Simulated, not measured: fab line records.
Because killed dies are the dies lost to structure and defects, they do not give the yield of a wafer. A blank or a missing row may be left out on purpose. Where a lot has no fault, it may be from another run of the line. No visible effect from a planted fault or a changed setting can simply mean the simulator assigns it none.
fab line records | flow sky130
record lots=13 | wafers=39 | last-day=50
route steps=708 shown LI_CONTACT@364 CONTACT@408
lots with no fault: from the same line, run without faults
start-h: hours from the record's opening day to when the first of the lot's shown wafers began | wait-h: hours since the lot's step before | " unchanged from the row above | L1.1+2: several wafers, shown together as one row | - no value, or no start given | * or withheld: withheld | < > ~ a bound
route shown NAME@n: a module of which the file shows steps, and the number in the route of the first | usual: the fault-free wafers' mean and standard deviation | same: alike in all rows | chamber/n: place in a boat | sites: readings site by site | _std_site: their standard deviation | _edge_site: outer sites' mean less inner sites' | radius-mm: how far each site lies from the wafer's centre | mask NAME#n: copy n | behind: the most recent tool/chamber to have shaped the wafer | hold: reason for holding the lot/hours on hold/outcome of the hold | device: which transistor (n, p or np) failed to switch | end of line: the route-end tests of the same wafers | a step without rows: its recipe alone | killed: at the first sort, the dies lost to defects and structure; wafer yield is something else | map: a wafer's dies, x killed, . not, _ none there
set.NAME: the setting that was run; set.NAME@STEP: the one run at that earlier step | model.NAME: the simulator's own value behind a step, which no gauge read
steps of the route over a sample of lots; a table a step, a row a wafer
services: from which hour (start-h, from the record's first day; less than 0 if before it) a tool's chamber was out of use, for how many hours, and why
## steps
# step SKY_LI_CONTACT_CMP_02
# recipe material=PSG | down-force-psi=4 | platen-rpm=60 | pad-velocity-m-s=0.94248
# usual motor-current-A=11.9/1 | slurry-flow-ml-min=150.1/0.5 | time-to-endpoint-s=33.6/2.1
lot.wafer | tool   | chamber | start-h | wait-h | motor-current-A | slurry-flow-ml-min | time-to-endpoint-s
L936.2    | cmp-02 | 2       | 637.46  | 0.0    | 11.2            | 149.3              | 32.4
L936.1    | "      | 3       | "       | "      | 11.8            | 150.1              | 34.7
L936.3    | "      | 1       | "       | "      | 13.6            | 150.3              | 34.4
L937.1    | cmp-02 | 2       | 651.84  | 0.1    | 11.9            | 150.3              | 34.8
L937.2    | "      | 1       | "       | "      | 12.4            | 150.2              | 35.8
L937.6    | "      | 2       | "       | "      | 11.1            | 149.5              | 34.9
L939.3    | cmp-02 | 2       | 693.04  | 0.8    | 11.7            | 149.6              | 32.2
L939.1    | "      | 3       | "       | "      | 11.1            | 149.4              | 35.0
L939.6    | "      | 3       | "       | "      | 11.1            | 149.3              | 35.7
L940.2    | cmp-02 | 2       | 693.44  | 1.0    | 12.0            | 150.9              | 30.8
L940.4    | "      | 3       | "       | "      | 11.0            | 149.7              | 32.3
L940.6    | "      | 0       | "       | "      | 12.0            | 149.9              | 34.5
L938.2    | cmp-01 | 1       | 693.48  | 0.9    | 13.3            | 149.5              | 32.1
L938.3    | "      | 2       | "       | "      | 11.2            | 150.6              | 33.0
L938.5    | "      | 2       | "       | "      | 10.8            | 150.1              | 33.6
L941.3    | cmp-02 | 3       | 693.64  | 0.5    | 10.6            | 149.2              | 33.9
L941.4    | "      | 0       | "       | "      | 12.5            | 149.2              | 36.9
L941.2    | "      | 2       | "       | "      | 11.9            | 149.3              | 31.9
L943.4    | cmp-02 | 2       | 704.94  | 0.1    | 11.8            | 150.6              | 33.9
L943.1    | "      | 3       | "       | "      | 10.6            | 150.5              | 36.7
L943.5    | "      | 1       | "       | "      | 13.2            | 150.7              | 35.5
L944.1    | cmp-01 | 1       | 707.38  | 0.1    | 13.2            | 150.8              | 30.8
L944.5    | "      | 1       | "       | "      | 13.5            | 150.0              | 32.7
L944.6    | "      | 2       | "       | "      | 11.4            | 151.0              | 30.3
L945.4    | cmp-02 | 0       | 716.09  | 0.1    | 12.3            | 150.4              | 37.1
L945.1    | "      | 1       | "       | "      | 13.2            | 150.1              | 39.5
L945.5    | "      | 3       | "       | "      | 11.1            | 149.9              | 39.4
L955.1    | cmp-02 | 0       | 804.39  | 0.1    | 12.8            | 150.1              | 33.3
L955.2    | "      | 2       | "       | "      | 11.4            | 150.1              | 31.1
L955.4    | "      | 3       | "       | "      | 11.4            | 151.0              | 34.3
L957.2    | cmp-01 | 1       | 810.54  | 0.1    | 13.5            | 150.2              | 31.8
L957.6    | "      | 3       | "       | "      | 11.0            | 150.0              | 32.0
L957.5    | "      | 0       | "       | "      | 10.7            | 149.8              | 31.3
L956.3    | cmp-02 | 1       | 813.06  | 0.1    | 13.7            | 149.6              | 35.0
L956.6    | "      | 0       | "       | "      | 11.8            | 150.0              | 35.6
L956.5    | "      | 1       | "       | "      | 13.7            | 149.8              | 33.0
L958.2    | cmp-01 | 0       | 817.89  | 0.1    | 10.7            | 150.3              | 32.3
L958.1    | "      | 1       | "       | "      | 12.6            | 150.6              | 29.7
L958.5    | "      | 3       | "       | "      | 10.4            | 150.8              | 32.6
# step SKY_CONTACT_HDPCVD_02
# recipe material=SiO2 | target-thk-nm=565 | sigma-open-frac=0.3 | time-s=94.2 | temp-c=600 | sih4-flow-sccm=60 | pressure-mtorr=6
lot.wafer  | tool      | chamber | start-h | wait-h
L936.1+2+3 | hdpcvd-02 | 0,1,2   | 695.87  | 0.1
L937.1+2+6 | hdpcvd-01 | 0,1,0   | 709.80  | 0.1
L939.1+3+6 | hdpcvd-02 | 0,2,1   | 751.09  | 0.1
L940.2+4+6 | hdpcvd-02 | 2,1,0   | 751.41  | 0.0
L938.2+3+5 | hdpcvd-01 | 2,1,2   | 752.03  | 0.0
L941.2+3+4 | hdpcvd-02 | 2,1,2   | 752.03  | 0.0
L943.1+4+5 | hdpcvd-02 | 1,2,1   | 763.02  | 0.1
L944.1+5+6 | hdpcvd-02 | 1,0,1   | 764.25  | 0.1
L945.1+4+5 | hdpcvd-02 | 0,2,0   | 773.21  | 0.1
L955.1+2+4 | hdpcvd-01 | 0,2,1   | 858.94  | 0.1
L957.2+5+6 | hdpcvd-02 | 2,1,0   | 865.10  | 0.0
L956.3+5+6 | hdpcvd-02 | 0,0,1   | 867.82  | 0.0
L958.1+2+5 | hdpcvd-02 | 0,2,0   | 872.28  | 0.1
# step SKY_CONTACT_THK_MEAS_03
# recipe reads=SiO2_of_CONTACT_HDPCVD_02
# usual CONTACT_HDPCVD_THK=569/5.4
lot.wafer | tool          | chamber | start-h | wait-h | CONTACT_HDPCVD_THK[nm]
L936.1    | film-metro-01 | -       | 695.93  | 0.0    | 569
L936.2    | "             | -       | "       | "      | 568
L936.3    | "             | -       | "       | "      | 573
L937.1    | film-metro-03 | -       | 709.87  | 0.0    | 574
L937.2    | "             | -       | "       | "      | 571
L937.6    | "             | -       | "       | "      | 572
L939.1    | film-metro-03 | -       | 751.16  | 0.0    | 576
L939.3    | "             | -       | "       | "      | 577
L939.6    | "             | -       | "       | "      | 571
L940.2    | film-metro-03 | -       | 751.49  | 0.0    | 557
L940.4    | "             | -       | "       | "      | 570
L940.6    | "             | -       | "       | "      | 568
L938.2    | film-metro-01 | -       | 752.11  | 0.0    | 570
L938.3    | "             | -       | "       | "      | 571
L938.5    | "             | -       | "       | "      | 567
L941.2    | film-metro-03 | -       | 752.11  | 0.0    | 562
L941.3    | "             | -       | "       | "      | 565
L941.4    | "             | -       | "       | "      | 569
L943.1    | film-metro-03 | -       | 763.09  | 0.0    | 570
L943.4    | "             | -       | "       | "      | 578
L943.5    | "             | -       | "       | "      | 574
L944.1    | film-metro-01 | -       | 764.32  | 0.0    | 569
L944.5    | "             | -       | "       | "      | 569
L944.6    | "             | -       | "       | "      | 570
L945.1    | film-metro-01 | -       | 773.28  | 0.0    | 567
L945.4    | "             | -       | "       | "      | 568
L945.5    | "             | -       | "       | "      | 198
L955.1    | film-metro-01 | -       | 859.01  | 0.0    | 566
L955.2    | "             | -       | "       | "      | 555
L955.4    | "             | -       | "       | "      | 557
L957.2    | film-metro-01 | -       | 865.18  | 0.0    | 578
L957.5    | "             | -       | "       | "      | 579
L957.6    | "             | -       | "       | "      | 566
L956.3    | film-metro-04 | -       | 867.91  | 0.1    | 572
L956.5    | "             | -       | "       | "      | 574
L956.6    | "             | -       | "       | "      | 574
L958.1    | film-metro-01 | -       | 872.35  | 0.0    | 573
L958.2    | "             | -       | "       | "      | 576
L958.5    | "             | -       | "       | "      | 575
# step SKY_CONTACT_CMP_04
# recipe material=SiO2 | down-force-psi=4 | platen-rpm=60 | pad-velocity-m-s=0.94248
# usual motor-current-A=11.9/1 | slurry-flow-ml-min=149.9/0.41 | time-to-endpoint-s=85/3.5
lot.wafer | tool   | chamber | start-h | wait-h | motor-current-A | slurry-flow-ml-min | time-to-endpoint-s
L936.1    | cmp-02 | 2       | 695.99  | 0.1    | 12.0            | 150.4              | 86
L936.3    | "      | 3       | "       | "      | 11.2            | 149.2              | 91
L936.2    | "      | 1       | "       | "      | 13.1            | 149.0              | 90
L937.2    | cmp-02 | 2       | 709.93  | 0.0    | 11.6            | 150.2              | 85
L937.1    | "      | 3       | "       | "      | 11.7            | 150.4              | 90
L937.6    | "      | 3       | "       | "      | 10.7            | 150.0              | 90
L939.1    | cmp-02 | 0       | 751.27  | 0.1    | 11.4            | 149.6              | 92
L939.3    | "      | 2       | "       | "      | 12.2            | 149.6              | 89
L939.6    | "      | 3       | "       | "      | 11.0            | 150.6              | 87
L940.2    | cmp-01 | 1       | 751.59  | 0.1    | 13.7            | 150.6              | 81
L940.4    | "      | 3       | "       | "      | 10.4            | 149.8              | 87
L940.6    | "      | 1       | "       | "      | 13.1            | 149.9              | 87
L941.3    | cmp-01 | 0       | 752.16  | 0.0    | 10.7            | 150.4              | 87
L941.2    | "      | 1       | "       | "      | 13.8            | 149.8              | 84
L941.4    | "      | 2       | "       | "      | 11.1            | 149.9              | 86
L938.3    | cmp-02 | 2       | 752.26  | 0.1    | 11.7            | 150.2              | 83
L938.2    | "      | 3       | "       | "      | 11.3            | 150.0              | 88
L938.5    | "      | 1       | "       | "      | 13.2            | 149.8              | 87
L943.1    | cmp-02 | 0       | 763.20  | 0.1    | 11.8            | 149.2              | 91
L943.4    | "      | 1       | "       | "      | 13.1            | 149.5              | 89
L943.5    | "      | 3       | "       | "      | 11.3            | 149.8              | 90
L944.1    | cmp-01 | 0       | 764.64  | 0.3    | 10.7            | 150.2              | 86
L944.5    | "      | 3       | "       | "      | 10.5            | 149.7              | 82
L944.6    | "      | 0       | "       | "      | 11.8            | 149.7              | 81
L945.4    | cmp-01 | 3       | 773.39  | 0.1    | 10.7            | 150.0              | 82
L945.1    | "      | 1       | "       | "      | 13.3            | 149.6              | 80
L945.5    | "      | 3       | "       | "      | 10.8            | 149.7              | 39
L955.4    | cmp-01 | 1       | 859.16  | 0.1    | 13.7            | 149.5              | 82
L955.2    | "      | 3       | "       | "      | 11.6            | 150.1              | 79
L955.1    | "      | 0       | "       | "      | 10.8            | 149.3              | 85
L957.2    | cmp-02 | 2       | 865.49  | 0.3    | 11.6            | 150.3              | 87
L957.6    | "      | 0       | "       | "      | 12.3            | 150.3              | 86
L957.5    | "      | 1       | "       | "      | 14.3            | 150.5              | 91
L956.3    | cmp-02 | 1       | 867.95  | 0.0    | 13.3            | 149.6              | 88
L956.6    | "      | 1       | "       | "      | 13.3            | 149.6              | 87
L956.5    | "      | 2       | "       | "      | 12.1            | 150.7              | 83
L958.2    | cmp-01 | 3       | 872.71  | 0.3    | 11.3            | 150.1              | 90
L958.1    | "      | 0       | "       | "      | 11.0            | 149.7              | 92
L958.5    | "      | 2       | "       | "      | 11.2            | 149.4              | 93
# step SKY_CONTACT_OVL_MEAS_15
# usual CONTACT_OVL=-2/4.7
lot.wafer | tool       | chamber | start-h | wait-h | CONTACT_OVL[nm]
L936.1    | overlay-01 | -       | 724.88  | 0.1    | 7
L936.2    | "          | -       | "       | "      | 0
L936.3    | "          | -       | "       | "      | 1
L937.1    | overlay-02 | -       | 738.48  | 0.1    | -2
L937.2    | "          | -       | "       | "      | 2
L937.6    | "          | -       | "       | "      | -4
L939.1    | overlay-01 | -       | 777.60  | 0.1    | -6
L939.3    | "          | -       | "       | "      | -1
L939.6    | "          | -       | "       | "      | -6
L940.2    | overlay-01 | -       | 778.73  | 0.1    | 2
L940.4    | "          | -       | "       | "      | 2
L940.6    | "          | -       | "       | "      | 4
L938.2    | overlay-02 | -       | 779.46  | 0.1    | 1
L938.3    | "          | -       | "       | "      | -3
L938.5    | "          | -       | "       | "      | 8
L941.2    | overlay-02 | -       | 779.65  | 0.1    | 0
L941.3    | "          | -       | "       | "      | -2
L941.4    | "          | -       | "       | "      | 4
L943.1    | overlay-01 | -       | 790.66  | 0.1    | 3
L943.4    | "          | -       | "       | "      | -2
L943.5    | "          | -       | "       | "      | -4
L944.1    | overlay-01 | -       | 791.55  | 0.1    | -1
L944.5    | "          | -       | "       | "      | 0
L944.6    | "          | -       | "       | "      | 3
L945.1    | overlay-02 | -       | 799.88  | 0.1    | -5
L945.4    | "          | -       | "       | "      | -10
L945.5    | "          | -       | "       | "      | -6
L955.1    | overlay-01 | -       | 885.58  | 0.1    | -2
L955.2    | "          | -       | "       | "      | 3
L955.4    | "          | -       | "       | "      | -7
L957.2    | overlay-01 | -       | 892.43  | 0.1    | 0
L957.5    | "          | -       | "       | "      | 0
L957.6    | "          | -       | "       | "      | 3
L956.3    | overlay-02 | -       | 894.46  | 0.1    | 9
L956.5    | "          | -       | "       | "      | 6
L956.6    | "          | -       | "       | "      | 10
L958.1    | overlay-01 | -       | 899.28  | 0.1    | -8
L958.2    | "          | -       | "       | "      | 3
L958.5    | "          | -       | "       | "      | -4
# step SKY_CONTACT_ETCH_17
# recipe target=SiO2 | chemistry=C4F8/O2/Ar | stop-on=Si3N4 | mask-material=KrF-thick | source-w=1500 | bias-w=1200 | pressure-mtorr=40 | c4f8-flow-sccm=withheld | O2_flow_sccm=6 | Ar_flow_sccm=300 | time-s=withheld | target-depth-a=3400
# usual oes-product-au=0.892/0.0047
lot.wafer | tool        | chamber | start-h | wait-h | oes-product-au
L936.1    | rie-diel-03 | 0       | 724.95  | 0.0    | 0.897
L936.2    | "           | 1       | "       | "      | 0.898
L936.3    | "           | 3       | "       | "      | 0.886
L937.1    | rie-diel-03 | 3       | 738.55  | 0.0    | 0.895
L937.2    | "           | 2       | "       | "      | 0.891
L937.6    | "           | 0       | "       | "      | 0.891
L939.1    | rie-diel-03 | 0       | 777.67  | 0.0    | 0.896
L939.3    | "           | 2       | "       | "      | 0.890
L939.6    | "           | 3       | "       | "      | 0.891
L940.2    | rie-diel-01 | 3       | 778.80  | 0.0    | 0.882
L940.4    | "           | 0       | "       | "      | 0.885
L940.6    | "           | 2       | "       | "      | 0.897
L938.2    | rie-diel-03 | 1       | 779.54  | 0.0    | 0.888
L938.3    | "           | 2       | "       | "      | 0.899
L938.5    | "           | 3       | "       | "      | 0.889
L941.2    | rie-diel-02 | 1       | 779.72  | 0.0    | 0.892
L941.3    | "           | 3       | "       | "      | 0.879
L941.4    | "           | 2       | "       | "      | 0.899
L943.1    | rie-diel-02 | 3       | 790.74  | 0.0    | 0.896
L943.4    | "           | 2       | "       | "      | 0.883
L943.5    | "           | 3       | "       | "      | 0.892
L944.1    | rie-diel-03 | 3       | 791.62  | 0.0    | 0.890
L944.5    | "           | 3       | "       | "      | 0.895
L944.6    | "           | 2       | "       | "      | 0.894
L945.1    | rie-diel-01 | 3       | 799.95  | 0.0    | 0.893
L945.4    | "           | 1       | "       | "      | 0.887
L945.5    | "           | 0       | "       | "      | 0.681
L955.1    | rie-diel-03 | 3       | 885.65  | 0.0    | 0.897
L955.2    | "           | 0       | "       | "      | 0.898
L955.4    | "           | 1       | "       | "      | 0.895
L957.2    | rie-diel-01 | 2       | 892.50  | 0.0    | 0.895
L957.5    | "           | 2       | "       | "      | 0.892
L957.6    | "           | 1       | "       | "      | 0.893
L956.3    | rie-diel-02 | 0       | 894.53  | 0.0    | 0.888
L956.5    | "           | 3       | "       | "      | 0.897
L956.6    | "           | 0       | "       | "      | 0.899
L958.1    | rie-diel-03 | 2       | 899.35  | 0.0    | 0.898
L958.2    | "           | 0       | "       | "      | 0.897
L958.5    | "           | 3       | "       | "      | 0.893
# step SKY_CONTACT_ETCH_18
# recipe target=Si3N4 | chemistry=CHF3/O2 | stop-on=TiN | source-w=600 | bias-w=200 | pressure-mtorr=40 | chf3-flow-sccm=50 | O2_flow_sccm=5 | time-s=39 | target-depth-a=750
# usual drypump-motor-current-A=5.6/0.34 | oes-product-au=0.854/0.008 | throttle-valve-pct=8.794/0.0093
lot.wafer | tool        | chamber | start-h | wait-h | drypump-motor-current-A | oes-product-au | rf-hours-counter-h | throttle-valve-pct
L936.1    | rie-diel-03 | 0       | -       | -      | 5.8                     | 0.839          | 22                 | 8.786
L936.2    | "           | 1       | "       | "      | 5.6                     | 0.852          | 19                 | 8.786
L936.3    | "           | 3       | "       | "      | 5.9                     | 0.848          | 12                 | 8.794
L937.1    | rie-diel-03 | 3       | -       | -      | 5.9                     | 0.858          | 12                 | 8.789
L937.2    | "           | 2       | "       | "      | 5.4                     | 0.852          | 16                 | 8.804
L937.6    | "           | 0       | "       | "      | 5.8                     | 0.853          | -                  | 8.800
L939.1    | rie-diel-03 | 0       | -       | -      | 5.8                     | 0.854          | 23                 | 8.812
L939.3    | "           | 2       | "       | "      | 5.4                     | 0.846          | 17                 | 8.784
L939.6    | "           | 3       | "       | "      | 6.0                     | 0.857          | -                  | 8.804
L940.2    | rie-diel-01 | 3       | -       | -      | 6.1                     | 0.869          | 8                  | 8.791
L940.4    | "           | 0       | "       | "      | 6.0                     | 0.856          | 9                  | 8.799
L940.6    | "           | 2       | "       | "      | 5.8                     | 0.859          | -                  | 8.782
L938.2    | rie-diel-03 | 1       | -       | -      | 5.6                     | 0.849          | 20                 | 8.805
L938.3    | "           | 2       | "       | "      | 5.3                     | 0.855          | 17                 | 8.796
L938.5    | "           | 3       | "       | "      | 5.9                     | 0.870          | -                  | 8.795
L941.2    | rie-diel-02 | 1       | -       | -      | 5.0                     | 0.845          | 9                  | 8.793
L941.3    | "           | 3       | "       | "      | 5.5                     | 0.850          | 11                 | 8.800
L941.4    | "           | 2       | "       | "      | 5.7                     | 0.849          | 14                 | 8.823
L943.1    | rie-diel-02 | 3       | -       | -      | 5.6                     | 0.852          | 11                 | 8.789
L943.4    | "           | 2       | "       | "      | 5.7                     | 0.866          | 14                 | 8.778
L943.5    | "           | 3       | "       | "      | 5.5                     | 0.861          | -                  | 8.802
L944.1    | rie-diel-03 | 3       | -       | -      | 5.9                     | 0.864          | 14                 | 8.797
L944.5    | "           | 3       | "       | "      | 5.9                     | 0.864          | -                  | 8.804
L944.6    | "           | 2       | "       | "      | 5.4                     | 0.861          | -                  | 8.807
L945.1    | rie-diel-01 | 3       | -       | -      | 6.1                     | 0.841          | 9                  | 8.794
L945.4    | "           | 1       | "       | "      | 5.0                     | 0.848          | 23                 | 8.785
L945.5    | "           | 0       | "       | "      | 6.0                     | 0.848          | -                  | 8.797
L955.1    | rie-diel-03 | 3       | -       | -      | 5.9                     | 0.853          | 17                 | 8.801
L955.2    | "           | 0       | "       | "      | 5.8                     | 0.841          | 27                 | 8.794
L955.4    | "           | 1       | "       | "      | 5.6                     | 0.853          | 24                 | 8.796
L957.2    | rie-diel-01 | 2       | -       | -      | 5.7                     | 0.852          | 10                 | 8.819
L957.5    | "           | 2       | "       | "      | 5.7                     | 0.833          | -                  | 8.790
L957.6    | "           | 1       | "       | "      | 5.0                     | 0.860          | -                  | 8.788
L956.3    | rie-diel-02 | 0       | -       | -      | 5.8                     | 0.856          | 7                  | 8.807
L956.5    | "           | 3       | "       | "      | 5.6                     | 0.849          | -                  | 8.783
L956.6    | "           | 0       | "       | "      | 5.7                     | 0.858          | -                  | 8.790
L958.1    | rie-diel-03 | 2       | -       | -      | 5.4                     | 0.848          | 21                 | 8.798
L958.2    | "           | 0       | "       | "      | 5.8                     | 0.859          | 28                 | 8.794
L958.5    | "           | 3       | "       | "      | 5.9                     | 0.867          | -                  | 8.806
## services
tool        | chamber | start-h | hours | kind
cmp-02      | -       | 615.87  | 1.5   | repair
cmp-02      | -       | 626.88  | 8.0   | pm
hdpcvd-02   | 0       | 632.35  | 20.6  | repair
cmp-01      | -       | 633.88  | 0.6   | repair
cmp-01      | -       | 644.02  | 8.8   | pm
rie-diel-01 | 2       | 659.95  | 17.0  | repair
rie-diel-01 | 3       | 666.97  | 3.3   | repair
cmp-01      | -       | 669.34  | 0.3   | repair
cmp-01      | -       | 684.36  | 3.7   | repair
cmp-01      | -       | 685.06  | 0.5   | repair
cmp-01      | -       | 690.83  | 2.6   | repair
cmp-02      | -       | 690.84  | 1.6   | repair
cmp-01      | -       | 694.98  | 0.8   | repair
cmp-01      | -       | 695.74  | 1.3   | repair
rie-diel-01 | -       | 697.89  | 0.7   | repair
rie-diel-02 | 0       | 716.25  | 9.9   | repair
cmp-01      | -       | 744.00  | 4.0   | pm
cmp-01      | -       | 765.48  | 1.9   | repair
cmp-01      | -       | 799.31  | 5.4   | pm
hdpcvd-02   | 0       | 810.66  | 4.4   | repair
hdpcvd-02   | -       | 829.89  | 6.0   | pm
hdpcvd-02   | -       | 841.77  | 0.6   | repair
rie-diel-03 | 1       | 874.19  | 2.0   | repair
hdpcvd-02   | 1       | 885.35  | 4.3   | repair
## key
first-sign step=SKY_CONTACT_THK_MEAS_03 | reading=CONTACT_HDPCVD_THK | direction=down | sigmas=69 | usual=569 | struck=198
effect step=SKY_CONTACT_CMP_04 | reading=time-to-endpoint-s | direction=down | sigmas=13 | usual=* | struck=*
effect step=SKY_CONTACT_ETCH_17 | reading=oes-product-au | direction=down | sigmas=45 | usual=0.892 | struck=0.681
met-at SKY_CONTACT_HDPCVD_02
struck-lots L945
struck-wafers L945.5
sort-left-out L945.5
tester-left-out L945
not-acting-at SKY_LI_CONTACT_CMP_02,SKY_CONTACT_OVL_MEAS_15,SKY_CONTACT_ETCH_18
onset-between 764.25 773.21
fault kind=process-parameter-drift | tool=hdpcvd-02 | chamber=- | onset-h=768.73 | steps=SKY_CONTACT_HDPCVD_02 | channel=target-thk-nm | offset=-370.3 | shape=step | end-h=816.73 | scope=struck-wafers-only | acts-in=these-recipes-only | stated=565
# tester-left-out: of these lots the tester's yield and bins aren't shown, on N5 and GAA mostly nor the transistor test; their killed dies are dies lost to structure and defects alone, not to doping, threshold or leakage, so they don't give the yield
# sort-left-out: the simulated sort isn't trusted on such a fault, so these wafers' sort isn't shown, and their yield isn't known
